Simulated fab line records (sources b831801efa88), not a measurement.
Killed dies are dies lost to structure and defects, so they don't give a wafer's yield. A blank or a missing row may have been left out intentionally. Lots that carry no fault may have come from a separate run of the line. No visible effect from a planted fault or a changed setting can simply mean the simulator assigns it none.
Which of the tools did it? ; flow gf180mcu ; Sampling: 24 lots, 72 wafers, 6 of 602 route steps

## WHAT EACH GAUGE READ, for each wafer
GF_M3_RS_MEAS_05: measures by four-point-probe. Usual: M3_ALCU_RS gives 0.0698 ohm/sq (standard deviation 0.00083).
lot;measured;on;M3_ALCU_RS (ohm/sq);flag
L074;day 20 14:28;filmMetro-02;0.0698 0.0693 0.0696;
L075;day 20 20:44;filmMetro-01;0.0694 0.0705 0.0691;
L076;day 21 09:59;filmMetro-02;0.0715 0.0713 0.0699;
L077;day 21 12:01;filmMetro-01;0.0691 0.0706 0.0701;
L079;day 22 08:51;filmMetro-03;0.0695 0.0698 0.0677;
L078;day 22 12:25;filmMetro-01;0.0701 0.0686 0.0701;
L080;day 22 16:05;filmMetro-03;0.0709 0.0711 0.0707;
L081;day 23 04:46;filmMetro-01;0.0687 0.0693 0.0699;
L082;day 23 08:10;filmMetro-01;0.0687 0.0686 0.0703;
L083;day 24 01:34;filmMetro-02;0.0710 0.0704 0.0701;
L084;day 24 08:26;filmMetro-03;0.0719 0.0699 0.0711;
L085;day 24 16:01;filmMetro-02;0.0690 0.0679 0.0693;
L086;day 24 19:46;filmMetro-01;0.0698 0.0698 0.0705;
L087;day 25 10:09;filmMetro-03;0.0691 0.0690 0.0689;
L088;day 25 19:03;filmMetro-03;0.0692 0.0683 0.0699;
L089;day 26 02:32;filmMetro-03;0.0703 0.0697 0.0697;
L090;day 26 03:49;filmMetro-03;0.0702 0.0707 0.0696;
L091;day 26 13:07;filmMetro-02;0.0704 0.0708 0.0703;
L092;day 26 20:54;filmMetro-01;0.0710 0.0706 0.0687;
L093;day 27 02:09;filmMetro-02;0.0692 0.0697 0.0686;
L094;day 27 13:26;filmMetro-03;0.0703 0.0690 0.0698;
L095;day 27 13:44;filmMetro-02;0.0712 0.0699 0.0699;
L096;day 27 22:34;filmMetro-03;0.0695 0.0690 0.0695;
L097;day 28 01:29;filmMetro-03;0.0712 0.0715 0.0703;

GF_TOP_METAL_THK_MEAS_06: measures by xrf. Usual: TOP_METAL_ALCU_THK gives 905 nm (standard deviation 12).
lot;measured;on;TOP_METAL_ALCU_THK (nm);flag
L074;day 27 12:40;filmMetro-04;908 906 911;
L075;day 27 18:18;filmMetro-04;902 905 906;
L076;day 28 05:05;filmMetro-01;896 924 906;
L077;day 28 08:52;filmMetro-01;908 924 943;
L079;day 29 01:14;filmMetro-02;910 899 891;
L078;day 29 03:10;filmMetro-01;918 910 916;
L080;day 29 04:49;filmMetro-01;921 895 914;
L081;day 29 17:29;filmMetro-01;926 910 914;
L082;day 30 00:28;filmMetro-01;901 907 916;
L083;day 30 10:26;filmMetro-02;902 908 923;
L084;day 30 16:28;filmMetro-01;896 913 893;
L085;day 30 22:39;filmMetro-01;906 892 899;
L086;day 31 00:22;filmMetro-04;901 895 905;
L087;day 31 14:31;filmMetro-01;927 909 924;
L088;day 31 21:08;filmMetro-02;909 906 898;
L089;day 32 00:51;filmMetro-04;919 903 893;
L090;day 32 02:57;filmMetro-04;891 897 894;
L091;day 32 10:38;filmMetro-02;900 911 897;
L092;day 32 17:37;filmMetro-02;883 908 913;
L093;day 32 21:39;filmMetro-02;883 874 876;
L094;day 33 07:01;filmMetro-02;894 894 906;
L095;day 33 07:37;filmMetro-02;899 909 899;
L096;day 33 14:16;filmMetro-01;893 907 889;
L097;day 33 17:32;filmMetro-02;904 905 898;

## WHICH TOOL RAN EACH LOT (tool, then ch and the chambers of the sampled wafers, then the start)
lot;GF_M1_SPUTTER_01;GF_M2_SPUTTER_04;GF_M2_METAL_ETCH_16;GF_V3_SPUTTER_21
L074;pvdSputter-04, day 16 09:22;pvdSputter-02, day 18 10:31;rieMetal-03 ch 0, day 19 11:07;pvdSputter-01, day 22 16:32
L075;pvdSputter-03, day 16 15:20;pvdSputter-04, day 18 16:41;rieMetal-03 ch 0, day 19 17:20;pvdSputter-01, day 22 22:35
L076;pvdSputter-01, day 17 03:14;pvdSputter-03, day 19 06:11;rieMetal-02 ch 0, day 20 06:46;pvdSputter-01, day 23 10:15
L077;pvdSputter-03, day 17 06:19;pvdSputter-04, day 19 08:14;rieMetal-03 ch 0,1, day 20 08:59;pvdSputter-02, day 23 13:16
L079;pvdSputter-03, day 18 01:38;pvdSputter-02, day 20 05:30;rieMetal-02 ch 0,1, day 21 06:14;pvdSputter-02, day 24 08:35
L078;pvdSputter-04, day 18 04:44;pvdSputter-03, day 20 09:13;rieMetal-03 ch 0,1, day 21 09:43;pvdSputter-01, day 24 12:32
L080;pvdSputter-04, day 18 09:37;pvdSputter-04, day 20 13:41;rieMetal-04 ch 0,1, day 21 14:04;pvdSputter-04, day 24 15:10
L081;pvdSputter-03, day 18 19:07;pvdSputter-02, day 20 22:27;rieMetal-04 ch 1, day 22 02:43;pvdSputter-04, day 25 03:51
L082;pvdSputter-04, day 19 02:49;pvdSputter-03, day 21 06:30;rieMetal-03 ch 0,1, day 22 05:55;pvdSputter-01, day 25 08:19
L083;pvdSputter-04, day 19 20:36;pvdSputter-04, day 22 00:23;rieMetal-04 ch 0,1, day 23 00:14;pvdSputter-01, day 25 23:50
L084;pvdSputter-01, day 20 04:44;pvdSputter-02, day 22 07:06;rieMetal-04 ch 0,1, day 23 06:10;pvdSputter-02, day 26 06:32
L085;pvdSputter-03, day 20 13:50;pvdSputter-02, day 22 16:29;rieMetal-03 ch 0,1, day 23 14:39;pvdSputter-02, day 26 12:21
L086;pvdSputter-01, day 20 16:26;pvdSputter-03, day 22 19:31;rieMetal-03 ch 0,1, day 23 18:22;pvdSputter-02, day 26 16:33
L087;pvdSputter-04, day 21 08:34;pvdSputter-02, day 23 10:21;rieMetal-03 ch 0,1, day 24 09:07;pvdSputter-01, day 27 07:00
L088;pvdSputter-01, day 21 17:19;pvdSputter-04, day 23 18:56;rieMetal-02 ch 1, day 24 17:44;pvdSputter-02, day 27 15:13
L089;pvdSputter-01, day 22 02:38;pvdSputter-02, day 24 03:39;rieMetal-03 ch 0,1, day 25 01:43;pvdSputter-02, day 27 21:32
L090;pvdSputter-03, day 22 02:49;pvdSputter-04, day 24 04:19;rieMetal-04 ch 0,1, day 25 02:50;pvdSputter-04, day 27 23:18
L091;pvdSputter-03, day 22 13:48;pvdSputter-02, day 24 15:05;rieMetal-02 ch 0, day 25 13:26;pvdSputter-04, day 28 08:02
L092;pvdSputter-03, day 22 21:50;pvdSputter-04, day 24 22:57;rieMetal-03 ch 0,1, day 25 20:22;pvdSputter-01, day 28 15:03
L093;pvdSputter-04, day 23 04:19;pvdSputter-02, day 25 04:04;rieMetal-02 ch 0,1, day 26 02:18;pvdSputter-04, day 28 20:17
L094;pvdSputter-04, day 23 16:41;pvdSputter-03, day 25 17:00;rieMetal-04 ch 0, day 26 13:43;pvdSputter-04, day 29 07:01
L095;pvdSputter-03, day 23 17:47;pvdSputter-04, day 25 17:18;rieMetal-02 ch 0, day 26 14:06;pvdSputter-02, day 29 07:23
L096;pvdSputter-01, day 24 03:52;pvdSputter-02, day 26 02:25;rieMetal-03 ch 0,1, day 26 23:13;pvdSputter-04, day 29 15:11
L097;pvdSputter-04, day 24 07:43;pvdSputter-03, day 26 05:31;rieMetal-03 ch 0,1, day 27 02:25;pvdSputter-04, day 29 18:03
- GF_M1_SPUTTER_01: material TiN, target thk 30 nm, time 25 s.
- GF_M2_SPUTTER_04: material TiN, target thk 50 nm, time 41.7 s.
- GF_M2_METAL_ETCH_16: etches the open film in Cl2/BCl3, stops on SiO2, target depth 627.5 nm, time 104.6 s.
- GF_V3_SPUTTER_21: material Ti, target thk 15 nm, time 80.02 s.

## WHAT THE TOOLS THEMSELVES READ (means of the sampled wafers that have a number; where no wafer has one, the mark that the record gives instead)
GF_M1_SPUTTER_01. Usual: throttleValvePct 29.8 %, standard deviation 0.89.
lot;tool;throttleValvePct (%);flag
L074;pvdSputter-04;29.4;
L075;pvdSputter-03;30.3;
L076;pvdSputter-01;30.9;
L077;pvdSputter-03;29.9;
L079;pvdSputter-03;29.8;
L078;pvdSputter-04;28.8;
L080;pvdSputter-04;29.1;
L081;pvdSputter-03;29.9;
L082;pvdSputter-04;29.3;
L083;pvdSputter-04;29.2;
L084;pvdSputter-01;30.2;
L085;pvdSputter-03;29.2;
L086;pvdSputter-01;30.6;
L087;pvdSputter-04;29.4;
L088;pvdSputter-01;30.5;
L089;pvdSputter-01;30.0;
L090;pvdSputter-03;29.8;
L091;pvdSputter-03;30.8;
L092;pvdSputter-03;31.0;
L093;pvdSputter-04;29.7;
L094;pvdSputter-04;29.4;
L095;pvdSputter-03;30.5;
L096;pvdSputter-01;30.3;
L097;pvdSputter-04;28.9;

GF_M2_SPUTTER_04. Usual: throttleValvePct 29.5 %, standard deviation 0.87.
lot;tool;throttleValvePct (%);flag
L074;pvdSputter-02;28.8;
L075;pvdSputter-04;29.1;
L076;pvdSputter-03;30.3;
L077;pvdSputter-04;29.2;
L079;pvdSputter-02;29.2;
L078;pvdSputter-03;29.7;
L080;pvdSputter-04;29.4;
L081;pvdSputter-02;28.8;
L082;pvdSputter-03;29.9;
L083;pvdSputter-04;29.2;
L084;pvdSputter-02;29.5;
L085;pvdSputter-02;30.4;
L086;pvdSputter-03;31.1;
L087;pvdSputter-02;30.3;
L088;pvdSputter-04;28.9;
L089;pvdSputter-02;29.6;
L090;pvdSputter-04;29.8;
L091;pvdSputter-02;28.8;
L092;pvdSputter-04;28.8;
L093;pvdSputter-02;29.3;
L094;pvdSputter-03;29.9;
L095;pvdSputter-04;28.9;
L096;pvdSputter-02;29.2;
L097;pvdSputter-03;29.5;

GF_M2_METAL_ETCH_16. Usual: bcl3FlowSccm 39.97 sccm, standard deviation 0.11; drypumpMotorCurrentA 5.49 A, standard deviation 0.17; heBacksideLeakSccm 3.4 sccm, standard deviation 0.3; mfcCl2Sccm 79.95 sccm, standard deviation 0.24; oesProductAu 0.975 a.u., standard deviation 0.0067; throttleValvePct 28.246 %, standard deviation 0.01.
lot;tool;bcl3FlowSccm (sccm);drypumpMotorCurrentA (A);heBacksideLeakSccm (sccm);mfcCl2Sccm (sccm);oesProductAu (a.u.);throttleValvePct (%);flag
L074;rieMetal-03;39.90;5.54;3.3;79.72;0.978;28.238;
L075;rieMetal-03;39.88;5.53;3.4;79.77;0.969;28.245;
L076;rieMetal-02;40.01;5.32;3.1;80.00;0.971;28.248;
L077;rieMetal-03;39.94;5.59;3.5;79.73;0.973;28.233;
L079;rieMetal-02;39.99;5.38;3.3;79.86;0.981;28.240;
L078;rieMetal-03;39.99;5.56;4.3;79.94;0.982;28.237;
L080;rieMetal-04;40.01;5.60;4.0;80.16;0.967;28.249;
L081;rieMetal-04;40.02;5.78;3.4;80.35;0.972;28.243;
L082;rieMetal-03;40.06;5.59;3.5;79.91;0.972;28.244;
L083;rieMetal-04;39.93;5.42;3.3;80.35;0.971;28.255;
L084;rieMetal-04;40.12;5.41;3.5;79.82;0.979;28.245;
L085;rieMetal-03;39.91;5.58;3.5;80.02;0.983;28.243;
L086;rieMetal-03;40.01;5.59;3.3;80.07;0.976;28.243;
L087;rieMetal-03;39.89;5.58;3.5;79.87;0.979;28.243;
L088;rieMetal-02;40.05;5.43;3.5;79.82;0.969;28.256;
L089;rieMetal-03;39.98;5.56;3.5;79.94;0.977;28.237;
L090;rieMetal-04;39.90;5.61;3.4;79.85;0.975;28.244;
L091;rieMetal-02;39.90;5.32;3.1;79.91;0.972;28.236;
L092;rieMetal-03;39.87;5.57;3.5;80.00;0.968;28.253;
L093;rieMetal-02;40.07;5.36;3.2;79.97;0.969;28.257;
L094;rieMetal-04;40.00;5.20;3.3;80.16;0.975;28.255;
L095;rieMetal-02;39.89;5.30;3.4;79.99;0.973;28.249;
L096;rieMetal-03;40.09;5.58;3.4;80.09;0.980;28.255;
L097;rieMetal-03;40.02;5.58;3.4;79.98;0.981;28.246;

GF_V3_SPUTTER_21. Usual: throttleValvePct 29.6 %, standard deviation 0.84.
lot;tool;throttleValvePct (%);flag
L074;pvdSputter-01;30.9;
L075;pvdSputter-01;29.8;
L076;pvdSputter-01;30.2;
L077;pvdSputter-02;28.8;
L079;pvdSputter-02;29.5;
L078;pvdSputter-01;30.0;
L080;pvdSputter-04;29.1;
L081;pvdSputter-04;29.4;
L082;pvdSputter-01;31.1;
L083;pvdSputter-01;30.4;
L084;pvdSputter-02;28.9;
L085;pvdSputter-02;29.6;
L086;pvdSputter-02;29.1;
L087;pvdSputter-01;30.7;
L088;pvdSputter-02;29.8;
L089;pvdSputter-02;29.7;
L090;pvdSputter-04;29.4;
L091;pvdSputter-04;29.4;
L092;pvdSputter-01;30.7;
L093;pvdSputter-04;29.3;
L094;pvdSputter-04;29.4;
L095;pvdSputter-02;29.6;
L096;pvdSputter-04;29.0;
L097;pvdSputter-04;29.2;

## THE ANSWER, worked out from the rows above alone
Rule: take the mean of a lot's wafers that have a number; if it is more than 3 standard deviations from the usual mean, the lot is off. Also off: a lot with no number at a reading for which 4 or more lots have one. Where the step has rows for the other lots, those lots are counted as sound. Order of review: gauges by route order, followed by the tools' own readings, for which a lot's mean as printed above is used. The first step at which some lot is off is used, and at that step the reading that is off furthest; a lot without a number counts as furthest.
No lot is off at any reading shown: from this, nothing can be told.

## WHAT WAS PUT IN BY THE SIMULATOR
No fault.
